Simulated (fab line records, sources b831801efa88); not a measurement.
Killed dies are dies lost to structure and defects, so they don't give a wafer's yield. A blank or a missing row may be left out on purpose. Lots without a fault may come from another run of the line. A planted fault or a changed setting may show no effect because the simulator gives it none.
A struck lot beside a sound one | flow sky130 | 25 steps out of a route of 708
Sound: wafers L553.2, L553.3, L553.4. Struck: wafers L563.1, L563.4, L563.6. The cause comes at the end.
At each step with rows: each side's tool, then ch and its chambers, then its first start. Under that, the readings that differ: sound wafers | struck wafers | difference of the means | sigmas: that difference in standard deviations of wafers without a fault.
alike: readings whose means differ by less than 2 such deviations, and words and numbers that are the same on both sides. not compared: withheld readings, readings that some wafer has no value for, bounds like >300 that may hide the same value, and numbers for which the record gives no deviation and whose values overlap.
The two part at a step that has a row with sigmas, a row that says differs or no value, or rows on one side only. Numbers that don't overlap but have no deviation are shown without sigmas and don't part them. A reading that every wafer of one side lacks parts them only if that side has two wafers or more.

SKY_POLY_CUT_ETCH_11: etches Si3N4 in CF4/CH2F2/Ar, stops on poly-Si, time 42.5 s, target depth 60 nm.
  sound on rie_diel-03 ch 1,2,3, day 28 23:43; struck on rie_diel-03 ch 0,1, day 32 09:53
  alike: drypump_motor_current_A, oes_product_au, throttle_valve_pct
  not compared: rf_hours_counter_h
SKY_POLY_CUT_STRIP_12: strips in O2/N2.
  sound on plasma_asher-03 ch 0,1, day 28 23:46; struck on plasma_asher-04 ch 0, day 32 09:55
  alike: chamber_pressure_mTorr, drypump_motor_current_A, oes_product_au, strip_time_to_endpoint_s
  not compared: rf_hours_counter_h
then, 7 steps without rows for these wafers: SKY_SD_P_DEHYDRATE_00 (time 60 s); SKY_SD_P_HMDS_01 (prime time 60 s); SKY_SD_P_COAT_02 (resist thk 1140 nm); SKY_SD_P_SOFTBAKE_03 (time 60 s); SKY_SD_P_EXPOSE_04 (exposes mask PSDM, target cd 380 nm); SKY_SD_P_PEB_05; SKY_SD_P_DEVELOP_06 (develop time 60 s).
SKY_SD_P_CD_MEAS_07: target cd 380 nm.
  sound on cd_sem-01, day 30 04:13; struck on cd_sem-02, day 33 12:29
  alike: cd_nm
SKY_SD_P_OVL_MEAS_08:
  sound on overlay-01, day 30 04:19; struck on overlay-02, day 33 12:37
  alike: SD_P_OVL
then, 1 step without rows for these wafers: SKY_SD_P_IMPLANT_09.
SKY_SD_P_STRIP_10: strips in O2/N2.
  sound on plasma_asher-01 ch 0,1, day 30 04:30; struck on plasma_asher-01 ch 0, day 33 12:48
  no value came back on the struck wafers for chamber_pressure_mTorr (mTorr), drypump_motor_current_A (A), oes_product_au (a.u.), strip_time_to_endpoint_s (s); on the sound wafers chamber_pressure_mTorr (mTorr) reads 1499.4 1501.0 1496.8
  reading                                   | sound | struck         | difference | sigmas
  model.NOVOLAK_of_SD_P_COAT_02.thk_nm (nm) | 0 0 0 | 1140 1138 1145 | +1141      |
  not compared: rf_hours_counter_h
SKY_SD_P_TW_MEAS_11:
  sound on film_metro-03, day 30 04:37; struck on film_metro-03, day 33 12:54
  alike: SD_P_TW
then, 8 steps without rows for these wafers: SKY_RES_XHIGH_DEHYDRATE_00 (time 60 s); SKY_RES_XHIGH_HMDS_01 (prime time 60 s); SKY_RES_XHIGH_COAT_02 (resist thk 1140 nm); SKY_RES_XHIGH_SOFTBAKE_03 (time 60 s); SKY_RES_XHIGH_EXPOSE_04 (exposes mask URPM, target cd 1270 nm); SKY_RES_XHIGH_PEB_05; SKY_RES_XHIGH_DEVELOP_06 (develop time 60 s); SKY_RES_XHIGH_IMPLANT_07.
SKY_RES_XHIGH_STRIP_08: strips in O2/N2.
  sound on plasma_asher-03 ch 0,1, day 31 08:44; struck on plasma_asher-03 ch 0,1, day 34 15:11
  reading                      | sound             | struck            | difference | sigmas
  oes_product_au (a.u.)        | 0.711 0.701 0.711 | 0.723 0.712 0.719 | +0.010     | +2
  strip_time_to_endpoint_s (s) | 14.22 14.22 14.24 | 31.30 31.26 31.39 | +17.09     | +99 or more
  alike: chamber_pressure_mTorr, drypump_motor_current_A
  not compared: rf_hours_counter_h
SKY_RES_XHIGH_TW_MEAS_09:
  sound on film_metro-01, day 31 08:50; struck on film_metro-03, day 34 15:17
  reading      | sound          | struck   | difference | sigmas
  RES_XHIGH_TW | 1671 1663 1658 | 30 30 30 | -1634      | -99 or more
then, 1 step without rows for these wafers: SKY_SD_N_DEHYDRATE_00 (time 60 s).

WHERE THEY PART
First at SKY_SD_P_STRIP_10; last, within this record, at SKY_RES_XHIGH_TW_MEAS_09.

WHY: what the simulator had put in
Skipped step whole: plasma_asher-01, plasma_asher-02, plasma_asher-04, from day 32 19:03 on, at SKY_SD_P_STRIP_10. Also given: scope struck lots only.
